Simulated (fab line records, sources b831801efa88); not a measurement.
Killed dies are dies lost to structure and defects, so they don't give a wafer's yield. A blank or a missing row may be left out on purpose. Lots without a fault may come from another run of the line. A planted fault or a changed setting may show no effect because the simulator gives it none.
Which tool did it? | flow sky130 | 6 lots, 18 wafers sampled, at 2 steps of a route of 708

WHAT THE GAUGES READ, wafer by wafer
SKY_LDD_P_OVL_MEAS_08.
lot  | measured     | on         | LDD_P_OVL (nm)
L962 | day 19 22:01 | overlay-01 | -0.7 -0.2 -2.8
L964 | day 21 02:40 | overlay-02 | -0.4 -2.1 -1.4
L968 | day 22 10:34 | overlay-01 | 0.0 0.1 0.7
L974 | day 24 14:40 | overlay-02 | 0.1 -1.4 -0.7
L979 | day 26 06:45 | overlay-01 | 1.1 2.0 0.4
L981 | day 27 00:12 | overlay-01 | 0.4 -0.7 0.2

WHICH TOOL RAN EACH LOT (tool, then ch and the chambers of the sampled wafers, then the start)
lot  | SKY_LDD_N_IMPLANT_14
L962 | implanter-03 ch 0, day 18 14:06
L964 | implanter-03 ch 0, day 19 19:08
L968 | implanter-03 ch 0, day 21 03:43
L974 | implanter-04 ch 0, day 23 07:37
L979 | implanter-02 ch 0, day 25 01:22
L981 | implanter-02 ch 0, day 25 19:13
- SKY_LDD_N_IMPLANT_14

THE ANSWER, worked out from the rows above alone
Rule: what is usual is taken from the lots themselves. Put in order of their means at a reading, lots are off if they are a third of the lots or fewer, leave a main group of 4 or more, and stand apart from it by a gap of 3 or more times the standard deviation of the main group's means; of several such gaps the widest counts. A main group whose means are all the same, to the digits that the tables above print for the reading, isn't used. A lot without any number at a reading at which 4 lots or more have one is off too. The other lots that the step has rows for count as sound.
No lot is off at any reading shown: from this, nothing can be told.

WHAT THE SIMULATOR HAD PUT IN
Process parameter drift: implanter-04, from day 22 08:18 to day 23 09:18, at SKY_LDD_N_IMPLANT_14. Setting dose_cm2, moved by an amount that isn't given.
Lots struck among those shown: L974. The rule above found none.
